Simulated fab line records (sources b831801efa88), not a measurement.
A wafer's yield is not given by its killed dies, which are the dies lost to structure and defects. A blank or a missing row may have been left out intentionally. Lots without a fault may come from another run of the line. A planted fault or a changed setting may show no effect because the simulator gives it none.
fab line records ; flow sky130 ; part 1 of 2: steps 1 to 23 of 35
[record] lots = 5; wafers = 15; last_day = 50
route steps=708 shown CONTACT@432 METAL1@434 VIA1@458
lots that met no fault: taken from a fault-free run of the same line
start_h: start of the lot's first displayed wafer, in hours after the record's first day ; wait_h: hours from the lot's prior step to this one ; " as in the row above ; L1.1+2: one row covering several wafers at once ; - no value present, or no start provided ; * or withheld: withheld ; < > ~ a bound
route shown NAME@n: names a module that has steps shown in the file, with the first one's number in the route ; usual: mean/standard deviation taken from wafers without a fault ; same: alike in all rows ; chamber/n: place in a boat ; sites: the reading at each site ; _std_site: the standard deviation of these ; _edge_site: mean of outer sites minus mean of inner sites ; radius_mm: for every site, how far away it sits from the centre of the wafer ; mask NAME#n: copy n ; behind: the tool/chamber that last shaped the wafer ; hold: the reason the lot was held/the length of the hold in hours/how it ended ; device: whichever transistor did not switch (one of n, p or np) ; end of line: at the end of the route, the tests of the same wafers ; a step given without rows: its recipe and nothing more ; killed: dies that structure and defects cost at the first sort, which is not the same as the wafer's yield ; map: a wafer's dies, marking killed ones x, the rest . and places with no die _
set.NAME: the run value of the setting; set.NAME@STEP: its run value at that earlier step ; model.NAME: the simulator's own value behind a step, which no gauge read
lots at some steps of the route; a table a step, a row a wafer
services: a tool's chamber out of use, with start hour (start_h, from the record's first day; less than 0 if before it), hours out, and reason
[[steps]]
[step SKY_CONTACT_THK_MEAS_26]
[recipe] thk_meas_gauge = xrf; reads = W_of_CONTACT_CVD_24
[usual] CONTACT_W_THK = 336/7.7
lot.wafer;tool;chamber;start_h;wait_h;CONTACT_W_THK[nm]
L075.1;film_metro-02;-;756.27;0.1;331
L075.3;film_metro-02;-;756.27;0.1;328
L075.4;film_metro-02;-;756.27;0.1;327
L078.1;film_metro-01;-;767.36;0.1;336
L078.3;film_metro-01;-;767.36;0.1;336
L078.5;film_metro-01;-;767.36;0.1;332
L080.2;film_metro-01;-;805.54;0.1;335
L080.3;film_metro-01;-;805.54;0.1;335
L080.4;film_metro-01;-;805.54;0.1;332
L092.1;film_metro-01;-;890.67;0.1;325
L092.2;film_metro-01;-;890.67;0.1;327
L092.6;film_metro-01;-;890.67;0.1;328
L097.3;film_metro-03;-;908.56;0.1;336
L097.5;film_metro-03;-;908.56;0.1;337
L097.6;film_metro-03;-;908.56;0.1;336
[step SKY_CONTACT_CMP_27]
[recipe] stop_on = SiO2; t_overpolish_s = 15; down_force_psi = 3.5; platen_rpm = 60; target_thk_nm = 0; pad_velocity_m_s = 0.94248
[usual] motor_current_A = 11.1/0.79; overpolish_run_s = 15.001/0.0094; platen_rpm = 60.00/0.038; time_to_endpoint_s = 82/3.2
lot.wafer;tool;chamber;start_h;wait_h;motor_current_A;overpolish_run_s;platen_rpm;time_to_endpoint_s
L075.1;cmp-02;0;756.38;0.1;12.3;14.992;59.92;86
L075.3;cmp-02;1;756.38;0.1;11.2;15.010;59.97;79
L075.4;cmp-02;2;756.38;0.1;10.6;15.004;60.02;83
L078.3;cmp-01;1;767.42;0.0;11.4;14.995;59.97;82
L078.1;cmp-01;2;767.42;0.0;10.9;14.983;60.07;85
L078.5;cmp-01;2;767.42;0.0;10.1;14.998;60.02;82
L080.3;cmp-01;1;805.64;0.1;12.0;15.018;60.01;81
L080.4;cmp-01;2;805.64;0.1;10.9;14.993;59.95;82
L080.2;cmp-01;3;805.64;0.1;10.7;15.002;60.07;82
L092.1;cmp-02;3;890.78;0.1;12.4;15.008;60.05;82
L092.2;cmp-02;0;890.78;0.1;11.9;15.004;60.03;81
L092.6;cmp-02;3;890.78;0.1;11.7;14.991;59.97;81
L097.3;cmp-01;2;908.75;0.2;11.1;14.999;59.99;78
L097.6;cmp-01;3;908.75;0.2;11.5;14.999;60.00;81
L097.5;cmp-01;0;908.75;0.2;9.6;14.999;60.04;81
[step SKY_METAL1_SPUTTER_00]
[recipe] material = Ti; target_thk_nm = 15; power_w = 3000; time_s = 10; chamber_pressure_pa = 0.4
[usual] cathode_dc_power_W = 3000.0/0.54; throttle_valve_pct = 30.2/0.89
[same] time_s = 10
lot.wafer;tool;chamber;start_h;wait_h;cathode_dc_power_W;throttle_valve_pct
L075.1;pvd_sputter-02;-;756.63;0.2;3000.1;30.1
L075.3;pvd_sputter-02;-;756.63;0.2;3000.0;28.8
L075.4;pvd_sputter-02;-;756.63;0.2;2999.3;29.8
L078.1;pvd_sputter-03;-;767.72;0.2;3000.3;30.2
L078.3;pvd_sputter-03;-;767.72;0.2;2999.3;32.0
L078.5;pvd_sputter-03;-;767.72;0.2;2999.5;32.3
L080.2;pvd_sputter-04;-;805.89;0.1;3000.1;30.4
L080.3;pvd_sputter-04;-;805.89;0.1;3000.6;29.4
L080.4;pvd_sputter-04;-;805.89;0.1;3000.5;30.7
L092.1;pvd_sputter-04;-;891.03;0.2;3000.4;29.5
L092.2;pvd_sputter-04;-;891.03;0.2;2999.4;30.7
L092.6;pvd_sputter-04;-;891.03;0.2;3000.6;29.8
L097.3;pvd_sputter-04;-;908.90;0.1;2999.9;30.0
L097.5;pvd_sputter-04;-;908.90;0.1;3000.3;29.9
L097.6;pvd_sputter-04;-;908.90;0.1;2999.6;29.9
[step SKY_METAL1_SPUTTER_01]
[recipe] material = TiN; target_thk_nm = 20; power_w = 6500; time_s = 16.7; chamber_pressure_pa = 0.4
[usual] cathode_dc_power_W = 6499.8/1.2; throttle_valve_pct = 30.2/0.89
[same] time_s = 16.7
lot.wafer;tool;chamber;start_h;wait_h;cathode_dc_power_W;throttle_valve_pct
L075.1;pvd_sputter-02;-;756.65;0.0;6499.8;29.9
L075.3;pvd_sputter-02;-;756.65;0.0;6499.2;28.9
L075.4;pvd_sputter-02;-;756.65;0.0;6499.8;30.0
L078.1;pvd_sputter-03;-;767.74;0.0;6499.5;30.1
L078.3;pvd_sputter-03;-;767.74;0.0;6500.1;32.2
L078.5;pvd_sputter-03;-;767.74;0.0;6500.3;32.3
L080.2;pvd_sputter-04;-;805.92;0.0;6501.9;30.4
L080.3;pvd_sputter-04;-;805.92;0.0;6499.5;29.3
L080.4;pvd_sputter-04;-;805.92;0.0;6497.7;30.5
L092.1;pvd_sputter-04;-;891.05;0.0;6501.6;29.5
L092.2;pvd_sputter-04;-;891.05;0.0;6499.9;30.7
L092.6;pvd_sputter-04;-;891.05;0.0;6497.4;30.0
L097.3;pvd_sputter-04;-;908.93;0.0;6499.4;30.1
L097.5;pvd_sputter-04;-;908.93;0.0;6501.0;29.8
L097.6;pvd_sputter-04;-;908.93;0.0;6497.9;30.4
[step SKY_METAL1_SPUTTER_02]
[recipe] material = AlCu; target_thk_nm = 250; power_w = 10600; time_s = 13.3; chamber_pressure_pa = 0.4
[usual] cathode_dc_power_W = 10600/1.7; throttle_valve_pct = 30.2/0.87
[same] time_s = 13.3
lot.wafer;tool;chamber;start_h;wait_h;cathode_dc_power_W;throttle_valve_pct
L075.1;pvd_sputter-02;-;756.67;0.0;10601;29.8
L075.3;pvd_sputter-02;-;756.67;0.0;10599;28.8
L075.4;pvd_sputter-02;-;756.67;0.0;10600;29.5
L078.1;pvd_sputter-03;-;767.77;0.0;10601;30.2
L078.3;pvd_sputter-03;-;767.77;0.0;10600;32.0
L078.5;pvd_sputter-03;-;767.77;0.0;10598;32.5
L080.2;pvd_sputter-04;-;805.94;0.0;10600;30.3
L080.3;pvd_sputter-04;-;805.94;0.0;10600;29.5
L080.4;pvd_sputter-04;-;805.94;0.0;10600;30.8
L092.1;pvd_sputter-04;-;891.08;0.0;10605;29.4
L092.2;pvd_sputter-04;-;891.08;0.0;10597;30.7
L092.6;pvd_sputter-04;-;891.08;0.0;10600;29.9
L097.3;pvd_sputter-04;-;908.95;0.0;10603;29.7
L097.5;pvd_sputter-04;-;908.95;0.0;10602;29.9
L097.6;pvd_sputter-04;-;908.95;0.0;10601;30.1
[step SKY_METAL1_SPUTTER_03]
[recipe] material = Ti; target_thk_nm = 5; power_w = 3000; time_s = 3.3; chamber_pressure_pa = 0.4
[usual] cathode_dc_power_W = 3000.0/0.58; throttle_valve_pct = 30.2/0.87
[same] time_s = 3.3
lot.wafer;tool;chamber;start_h;wait_h;cathode_dc_power_W;throttle_valve_pct
L075.1;pvd_sputter-02;-;756.70;0.0;2999.4;30.1
L075.3;pvd_sputter-02;-;756.70;0.0;2998.9;28.9
L075.4;pvd_sputter-02;-;756.70;0.0;3000.5;30.0
L078.1;pvd_sputter-03;-;767.79;0.0;3001.1;30.2
L078.3;pvd_sputter-03;-;767.79;0.0;2999.8;32.2
L078.5;pvd_sputter-03;-;767.79;0.0;3000.4;32.2
L080.2;pvd_sputter-04;-;805.97;0.0;2999.8;30.3
L080.3;pvd_sputter-04;-;805.97;0.0;2999.4;29.5
L080.4;pvd_sputter-04;-;805.97;0.0;3000.2;30.5
L092.1;pvd_sputter-04;-;891.10;0.0;2999.9;29.4
L092.2;pvd_sputter-04;-;891.10;0.0;3000.2;30.6
L092.6;pvd_sputter-04;-;891.10;0.0;2999.9;29.8
L097.3;pvd_sputter-04;-;908.98;0.0;2999.6;29.9
L097.5;pvd_sputter-04;-;908.98;0.0;3000.0;29.9
L097.6;pvd_sputter-04;-;908.98;0.0;2998.8;30.4
[step SKY_METAL1_SPUTTER_04]
[recipe] material = TiN; target_thk_nm = 70; power_w = 6500; time_s = 58.3; chamber_pressure_pa = 0.4
[usual] cathode_dc_power_W = 6499.9/1.2; throttle_valve_pct = 30.2/0.9
[same] time_s = 58.3
lot.wafer;tool;chamber;start_h;wait_h;cathode_dc_power_W;throttle_valve_pct
L075.1;pvd_sputter-02;-;756.72;0.0;6501.1;30.0
L075.3;pvd_sputter-02;-;756.72;0.0;6500.4;29.1
L075.4;pvd_sputter-02;-;756.72;0.0;6500.9;29.7
L078.1;pvd_sputter-03;-;767.81;0.0;6500.1;30.5
L078.3;pvd_sputter-03;-;767.81;0.0;6498.3;31.9
L078.5;pvd_sputter-03;-;767.81;0.0;6498.5;32.1
L080.2;pvd_sputter-04;-;805.99;0.0;6500.8;30.2
L080.3;pvd_sputter-04;-;805.99;0.0;6500.3;29.7
L080.4;pvd_sputter-04;-;805.99;0.0;6500.7;30.7
L092.1;pvd_sputter-04;-;891.12;0.0;6499.8;29.4
L092.2;pvd_sputter-04;-;891.12;0.0;6500.6;30.7
L092.6;pvd_sputter-04;-;891.12;0.0;6498.9;29.9
L097.3;pvd_sputter-04;-;909.00;0.0;6499.6;29.9
L097.5;pvd_sputter-04;-;909.00;0.0;6500.0;30.0
L097.6;pvd_sputter-04;-;909.00;0.0;6499.0;30.2
[step SKY_METAL1_RS_MEAS_05]
[recipe] thk_meas_gauge = four-point-probe; reads = TiN_of_METAL1_SPUTTER_04+Ti_of_METAL1_SPUTTER_03+AlCu_of_METAL1_SPUTTER_02+TiN_of_METAL1_SPUTTER_01+Ti_of_METAL1_SPUTTER_00
[usual] METAL1_ALCU_RS = 0.1269/0.0011
lot.wafer;tool;chamber;start_h;wait_h;METAL1_ALCU_RS[ohm/sq]
L075.1;film_metro-04;-;756.76;0.0;0.1267
L075.3;film_metro-04;-;756.76;0.0;0.1267
L075.4;film_metro-04;-;756.76;0.0;0.1272
L078.1;film_metro-04;-;767.86;0.0;0.1270
L078.3;film_metro-04;-;767.86;0.0;0.1269
L078.5;film_metro-04;-;767.86;0.0;0.1278
L080.2;film_metro-03;-;806.05;0.0;0.1252
L080.3;film_metro-03;-;806.05;0.0;0.1258
L080.4;film_metro-03;-;806.05;0.0;0.1259
L092.1;film_metro-04;-;891.17;0.0;0.1285
L092.2;film_metro-04;-;891.17;0.0;0.1280
L092.6;film_metro-04;-;891.17;0.0;0.1278
L097.3;film_metro-04;-;909.10;0.1;0.1277
L097.5;film_metro-04;-;909.10;0.1;0.1282
L097.6;film_metro-04;-;909.10;0.1;0.1286
[step SKY_METAL1_THK_MEAS_06]
[recipe] thk_meas_gauge = xrf; reads = AlCu_of_METAL1_SPUTTER_02
[usual] METAL1_ALCU_THK = 249.4/2.1
lot.wafer;tool;chamber;start_h;wait_h;METAL1_ALCU_THK[nm]
L075.1;film_metro-04;-;756.88;0.1;248.5
L075.3;film_metro-04;-;756.88;0.1;249.2
L075.4;film_metro-04;-;756.88;0.1;248.5
L078.1;film_metro-04;-;767.98;0.1;247.9
L078.3;film_metro-04;-;767.98;0.1;249.2
L078.5;film_metro-04;-;767.98;0.1;247.7
L080.2;film_metro-03;-;806.16;0.1;251.5
L080.3;film_metro-03;-;806.16;0.1;250.5
L080.4;film_metro-03;-;806.16;0.1;252.2
L092.1;film_metro-04;-;891.29;0.1;246.3
L092.2;film_metro-04;-;891.29;0.1;249.4
L092.6;film_metro-04;-;891.29;0.1;247.5
L097.3;film_metro-04;-;909.20;0.1;248.8
L097.5;film_metro-04;-;909.20;0.1;249.9
L097.6;film_metro-04;-;909.20;0.1;246.5
[step SKY_METAL1_DEHYDRATE_07]
[recipe] temp_c = 200; time_s = 60
[usual] plate_temp_C = 200.00/0.14
[same] time_s = 60
lot.wafer;tool;chamber;start_h;wait_h;plate_temp_C
L075.1;litho_track-01;0;769.88;13.0;200.01
L075.3;litho_track-01;0;769.88;13.0;199.80
L075.4;litho_track-01;0;769.88;13.0;199.97
L078.1;litho_track-04;0;781.35;13.4;200.19
L078.3;litho_track-04;0;781.35;13.4;199.71
L078.5;litho_track-04;0;781.35;13.4;199.90
L080.2;litho_track-03;0;818.74;12.6;200.00
L080.3;litho_track-03;0;818.74;12.6;200.08
L080.4;litho_track-03;0;818.74;12.6;199.90
L092.1;litho_track-04;0;903.30;12.0;199.68
L092.2;litho_track-04;0;903.30;12.0;200.03
L092.6;litho_track-04;0;903.30;12.0;199.78
L097.3;litho_track-04;0;921.60;12.4;200.24
L097.5;litho_track-04;0;921.60;12.4;200.10
L097.6;litho_track-04;0;921.60;12.4;200.10
[step SKY_METAL1_HMDS_08]
[recipe] prime_time_s = 60; prime_temp_c = 120
lot.wafer;tool;chamber;start_h;wait_h
L075.1+3+4;litho_track-01;0;770.03;0.1
L078.1+3+5;litho_track-04;0;781.50;0.1
L080.2+3+4;litho_track-03;0;818.89;0.1
L092.1+2+6;litho_track-04;0;903.45;0.1
L097.3+5+6;litho_track-04;0;921.75;0.1
[step SKY_METAL1_COAT_09]
[recipe] resist = BARC; temp_c = withheld; time_s = withheld; spin_rpm = 3000; resist_thk_nm = 60
[usual] spin_speed_rpm = 3000.2/1.7
lot.wafer;tool;chamber;start_h;wait_h;spin_speed_rpm
L075.1;litho_track-01;0;770.18;0.1;3000.1
L075.3;litho_track-01;0;770.18;0.1;2997.0
L075.4;litho_track-01;0;770.18;0.1;2999.2
L078.1;litho_track-04;0;781.65;0.1;3001.6
L078.3;litho_track-04;0;781.65;0.1;2999.8
L078.5;litho_track-04;0;781.65;0.1;2999.7
L080.2;litho_track-03;0;819.04;0.1;2998.3
L080.3;litho_track-03;0;819.04;0.1;2997.6
L080.4;litho_track-03;0;819.04;0.1;2999.7
L092.1;litho_track-04;0;903.60;0.1;3000.7
L092.2;litho_track-04;0;903.60;0.1;2996.7
L092.6;litho_track-04;0;903.60;0.1;3000.4
L097.3;litho_track-04;0;921.90;0.1;3001.6
L097.5;litho_track-04;0;921.90;0.1;3001.0
L097.6;litho_track-04;0;921.90;0.1;3004.2
[step SKY_METAL1_COAT_10]
[recipe] resist = KrF-thick; spin_rpm = 3000; resist_thk_nm = 450
[usual] spin_speed_rpm = 2999.7/1.9
lot.wafer;tool;chamber;start_h;wait_h;spin_speed_rpm
L075.1;litho_track-01;0;-;-;2999.9
L075.3;litho_track-01;0;-;-;3000.6
L075.4;litho_track-01;0;-;-;3001.5
L078.1;litho_track-04;0;-;-;2997.2
L078.3;litho_track-04;0;-;-;3000.2
L078.5;litho_track-04;0;-;-;2999.4
L080.2;litho_track-03;0;-;-;3000.4
L080.3;litho_track-03;0;-;-;3001.1
L080.4;litho_track-03;0;-;-;3000.0
L092.1;litho_track-04;0;-;-;3000.9
L092.2;litho_track-04;0;-;-;3000.2
L092.6;litho_track-04;0;-;-;3002.8
L097.3;litho_track-04;0;-;-;3000.7
L097.5;litho_track-04;0;-;-;3000.0
L097.6;litho_track-04;0;-;-;3001.5
[step SKY_METAL1_SOFTBAKE_11]
[recipe] temp_c = 100; time_s = 90; resist = KrF-thick
[usual] plate_temp_C = 99.97/0.14
[same] time_s = 90
lot.wafer;tool;chamber;start_h;wait_h;plate_temp_C
L075.1;litho_track-01;0;-;-;100.16
L075.3;litho_track-01;0;-;-;100.15
L075.4;litho_track-01;0;-;-;100.33
L078.1;litho_track-04;0;-;-;100.19
L078.3;litho_track-04;0;-;-;99.94
L078.5;litho_track-04;0;-;-;99.93
L080.2;litho_track-03;0;-;-;100.18
L080.3;litho_track-03;0;-;-;99.98
L080.4;litho_track-03;0;-;-;100.07
L092.1;litho_track-04;0;-;-;100.07
L092.2;litho_track-04;0;-;-;100.20
L092.6;litho_track-04;0;-;-;99.94
L097.3;litho_track-04;0;-;-;100.00
L097.5;litho_track-04;0;-;-;99.93
L097.6;litho_track-04;0;-;-;100.05
[step SKY_METAL1_EXPOSE_12]
[recipe] mask_id = MM1; na = 0.8; source_shape = annular; sigma_inner = 0.55; sigma_outer = 0.85; target_cd_nm = 140; dose_mj = 28
[usual] reticle_temp_C = 22.99/0.1
lot.wafer;tool;chamber;start_h;wait_h;mask;reticle_temp_C
L075.1;krf_scanner-01;0;-;-;MM1#0;23.00
L075.3;krf_scanner-01;0;-;-;MM1#0;23.09
L075.4;krf_scanner-01;0;-;-;MM1#0;22.98
L078.1;krf_scanner-01;0;-;-;MM1#0;22.91
L078.3;krf_scanner-01;0;-;-;MM1#0;23.08
L078.5;krf_scanner-01;0;-;-;MM1#0;22.97
L080.2;krf_scanner-02;0;-;-;MM1#0;23.00
L080.3;krf_scanner-02;0;-;-;MM1#0;22.95
L080.4;krf_scanner-02;0;-;-;MM1#0;22.84
L092.1;krf_scanner-01;0;-;-;MM1#0;23.03
L092.2;krf_scanner-01;0;-;-;MM1#0;23.00
L092.6;krf_scanner-01;0;-;-;MM1#0;22.89
L097.3;krf_scanner-02;0;-;-;MM1#0;23.00
L097.5;krf_scanner-02;0;-;-;MM1#0;23.00
L097.6;krf_scanner-02;0;-;-;MM1#0;23.12
[step SKY_METAL1_PEB_13]
[recipe] peb_temp_c = withheld; peb_time_s = withheld; resist = KrF-thick
lot.wafer;tool;chamber;start_h;wait_h
L075.1+3+4;litho_track-01;0;-;-
L078.1+3+5;litho_track-04;0;-;-
L080.2+3+4;litho_track-03;0;-;-
L092.1+2+6;litho_track-01;0;-;-
L097.3+5+6;litho_track-03;0;-;-
[step SKY_METAL1_DEVELOP_14]
[recipe] develop_time_s = 60; resist = KrF-thick; dev_temp_c = 21
lot.wafer;tool;chamber;start_h;wait_h
L075.1+3+4;litho_track-01;0;-;-
L078.1+3+5;litho_track-04;0;-;-
L080.2+3+4;litho_track-03;0;-;-
L092.1+2+6;litho_track-01;0;-;-
L097.3+5+6;litho_track-03;0;-;-
[step SKY_METAL1_CD_MEAS_15]
[recipe] target_cd_nm = 140
[usual] cd_nm = 139.4/1.6
lot.wafer;tool;chamber;start_h;wait_h;cd_nm
L075.1;cd_sem-02;-;783.93;-;141.6
L075.3;cd_sem-02;-;783.93;-;141.3
L075.4;cd_sem-02;-;783.93;-;140.1
L078.1;cd_sem-01;-;794.70;-;140.8
L078.3;cd_sem-01;-;794.70;-;140.2
L078.5;cd_sem-01;-;794.70;-;140.2
L080.2;cd_sem-01;-;832.74;-;141.9
L080.3;cd_sem-01;-;832.74;-;140.8
L080.4;cd_sem-01;-;832.74;-;141.9
L092.1;cd_sem-02;-;916.48;-;139.9
L092.2;cd_sem-02;-;916.48;-;138.4
L092.6;cd_sem-02;-;916.48;-;138.3
L097.3;cd_sem-02;-;934.26;-;139.1
L097.5;cd_sem-02;-;934.26;-;137.9
L097.6;cd_sem-02;-;934.26;-;138.2
[step SKY_METAL1_OVL_MEAS_16]
[usual] METAL1_OVL = -2/4.1
lot.wafer;tool;chamber;start_h;wait_h;METAL1_OVL[nm]
L075.1;overlay-02;-;784.05;0.1;-3
L075.3;overlay-02;-;784.05;0.1;-2
L075.4;overlay-02;-;784.05;0.1;-3
L078.1;overlay-02;-;794.82;0.1;-3
L078.3;overlay-02;-;794.82;0.1;-2
L078.5;overlay-02;-;794.82;0.1;-4
L080.2;overlay-02;-;832.85;0.1;-5
L080.3;overlay-02;-;832.85;0.1;-12
L080.4;overlay-02;-;832.85;0.1;-6
L092.1;overlay-01;-;916.60;0.1;-6
L092.2;overlay-01;-;916.60;0.1;-1
L092.6;overlay-01;-;916.60;0.1;-5
L097.3;overlay-02;-;934.35;0.1;4
L097.5;overlay-02;-;934.35;0.1;1
L097.6;overlay-02;-;934.35;0.1;4
[step SKY_METAL1_DESCUM_17]
[recipe] chemistry = O2; source_power_w = 150; bias_power_w = 0; pressure_mtorr = 10; temp_c = 40; time_s = 8
[usual] drypump_motor_current_A = 5.7/0.35; oes_product_au = 1.002/0.0083
[same] time_s = 8
lot.wafer;tool;chamber;start_h;wait_h;drypump_motor_current_A;oes_product_au;rf_hours_counter_h
L075.1;rie_metal-03;0;784.09;0.0;6.1;0.997;8
L075.3;rie_metal-03;1;784.09;0.0;5.9;1.004;-
L075.4;rie_metal-03;0;784.09;0.0;6.1;1.012;-
L078.1;rie_metal-04;1;794.86;0.0;5.6;0.995;6
L078.3;rie_metal-04;1;794.86;0.0;5.6;0.990;-
L078.5;rie_metal-04;0;794.86;0.0;5.6;0.999;-
L080.2;rie_metal-04;0;832.88;0.0;5.6;0.994;9
L080.3;rie_metal-04;1;832.88;0.0;5.6;0.987;-
L080.4;rie_metal-04;0;832.88;0.0;5.6;1.002;-
L092.1;rie_metal-04;1;916.64;0.0;5.6;0.996;11
L092.2;rie_metal-04;0;916.64;0.0;5.6;0.993;12
L092.6;rie_metal-04;0;916.64;0.0;5.6;0.993;-
L097.3;rie_metal-03;1;934.39;0.0;5.9;1.006;-
L097.5;rie_metal-03;0;934.39;0.0;6.1;1.008;-
L097.6;rie_metal-03;1;934.39;0.0;5.9;1.015;-
[step SKY_METAL1_ETCH_18]
[recipe] chemistry = N2/H2; target = BARC; ion_energy_ev = 200; bias_w = 100; pressure_mtorr = 30; n2_flow_sccm = 100; h2_flow_sccm = 200; icp_w = 500; stop_on = SiO2; time_s = 45.9; target_depth_a = 600
[usual] drypump_motor_current_A = 5.7/0.36; h2_flow_sccm = 199.9/0.64; oes_product_au = 0.855/0.0051; throttle_valve_pct = 13.225/0.0085
[same] time_s = 45.9
lot.wafer;tool;chamber;start_h;wait_h;drypump_motor_current_A;h2_flow_sccm;oes_product_au;rf_hours_counter_h;throttle_valve_pct
L075.1;rie_metal-03;0;784.12;0.0;6.1;200.1;0.866;8;13.220
L075.3;rie_metal-03;1;784.12;0.0;5.9;199.8;0.864;-;13.222
L075.4;rie_metal-03;0;784.12;0.0;6.1;200.1;0.848;-;13.223
L078.1;rie_metal-04;1;794.89;0.0;5.6;200.2;0.849;6;13.236
L078.3;rie_metal-04;1;794.89;0.0;5.6;200.3;0.862;-;13.215
L078.5;rie_metal-04;0;794.89;0.0;5.6;199.3;0.854;-;13.222
L080.2;rie_metal-04;0;832.91;0.0;5.6;200.3;0.853;9;13.237
L080.3;rie_metal-04;1;832.91;0.0;5.6;199.9;0.851;-;13.225
L080.4;rie_metal-04;0;832.91;0.0;5.6;200.1;0.846;-;13.235
L092.1;rie_metal-04;1;916.67;0.0;5.6;200.0;0.845;11;13.232
L092.2;rie_metal-04;0;916.67;0.0;5.6;200.7;0.855;12;13.224
L092.6;rie_metal-04;0;916.67;0.0;5.6;200.8;0.852;-;13.222
L097.3;rie_metal-03;1;934.43;0.0;5.9;199.7;0.864;-;13.219
L097.5;rie_metal-03;0;934.43;0.0;6.1;200.5;0.846;-;13.230
L097.6;rie_metal-03;1;934.43;0.0;6.0;200.4;0.854;-;13.234
[step SKY_METAL1_METAL_ETCH_19]
[recipe] target_depth_a = 3600; stop_on = SiO2; over_etch_frac = 0.3; time_s = 78; chemistry = Cl2/BCl3; resist_sidewall_deg = 88; pressure_mtorr = 10; icp_w = 900; bias_w = 48.5; Cl2_flow_sccm = 60; bcl3_flow_sccm = 30
[usual] drypump_motor_current_A = 5.7/0.36; oes_product_au = 0.855/0.0058; throttle_valve_pct = 22.263/0.009
[same] time_s = 78
lot.wafer;tool;chamber;start_h;wait_h;drypump_motor_current_A;oes_product_au;rf_hours_counter_h;throttle_valve_pct
L075.1;rie_metal-03;0;784.18;0.0;6.1;0.855;8;22.264
L075.3;rie_metal-03;1;784.18;0.0;5.9;0.852;-;22.267
L075.4;rie_metal-03;0;784.18;0.0;6.1;0.850;-;22.278
L078.1;rie_metal-04;1;794.95;0.0;5.6;0.856;6;22.266
L078.3;rie_metal-04;1;794.95;0.0;5.6;0.852;-;22.257
L078.5;rie_metal-04;0;794.95;0.0;5.6;0.841;-;22.270
L080.2;rie_metal-04;0;832.97;0.0;5.6;0.864;9;22.256
L080.3;rie_metal-04;1;832.97;0.0;5.6;0.851;-;22.264
L080.4;rie_metal-04;0;832.97;0.0;5.6;0.857;-;22.260
L092.1;rie_metal-04;1;916.73;0.0;5.6;0.847;11;22.265
L092.2;rie_metal-04;0;916.73;0.0;5.6;0.857;12;22.271
L092.6;rie_metal-04;0;916.73;0.0;5.6;0.852;-;22.259
L097.3;rie_metal-03;1;934.50;0.1;5.9;0.856;-;22.256
L097.5;rie_metal-03;0;934.50;0.1;6.1;0.851;-;22.254
L097.6;rie_metal-03;1;934.50;0.1;5.9;0.848;-;22.266
[step SKY_METAL1_STRIP_20]
[recipe] chemistry = O2/N2; power_w = 1400; pressure_mtorr = 1500; platen_temp_c = withheld; o2_flow_sccm = 3000; n2_flow_sccm = 300; overash_fraction = 0.5
[usual] drypump_motor_current_A = 5.57/0.15; oes_product_au = 0.342/0.005; strip_time_to_endpoint_s = 2.70/0.04
lot.wafer;tool;chamber;start_h;wait_h;drypump_motor_current_A;oes_product_au;rf_hours_counter_h;strip_time_to_endpoint_s
L075.1;plasma_asher-01;1;784.27;0.1;5.52;0.339;4;2.64
L075.3;plasma_asher-01;1;784.27;0.1;5.52;0.342;-;2.64
L075.4;plasma_asher-01;0;784.27;0.1;5.57;0.351;-;2.65
L078.1;plasma_asher-04;0;795.04;0.1;5.85;0.346;69;2.77
L078.3;plasma_asher-04;0;795.04;0.1;5.86;0.345;-;2.79
L078.5;plasma_asher-04;0;795.04;0.1;5.87;0.352;-;2.77
L080.2;plasma_asher-04;0;833.06;0.1;5.86;0.344;72;2.72
L080.3;plasma_asher-04;0;833.06;0.1;5.87;0.350;-;2.72
L080.4;plasma_asher-04;1;833.06;0.1;5.35;0.342;-;2.67
L092.1;plasma_asher-03;1;916.82;0.1;5.58;0.336;46;2.69
L092.2;plasma_asher-03;0;916.82;0.1;5.54;0.339;46;2.67
L092.6;plasma_asher-03;0;916.82;0.1;5.55;0.342;-;2.67
L097.3;plasma_asher-03;1;934.59;0.1;5.57;0.340;-;2.64
L097.5;plasma_asher-03;1;934.59;0.1;5.56;0.340;-;2.62
L097.6;plasma_asher-03;0;934.59;0.1;5.54;0.346;-;2.67
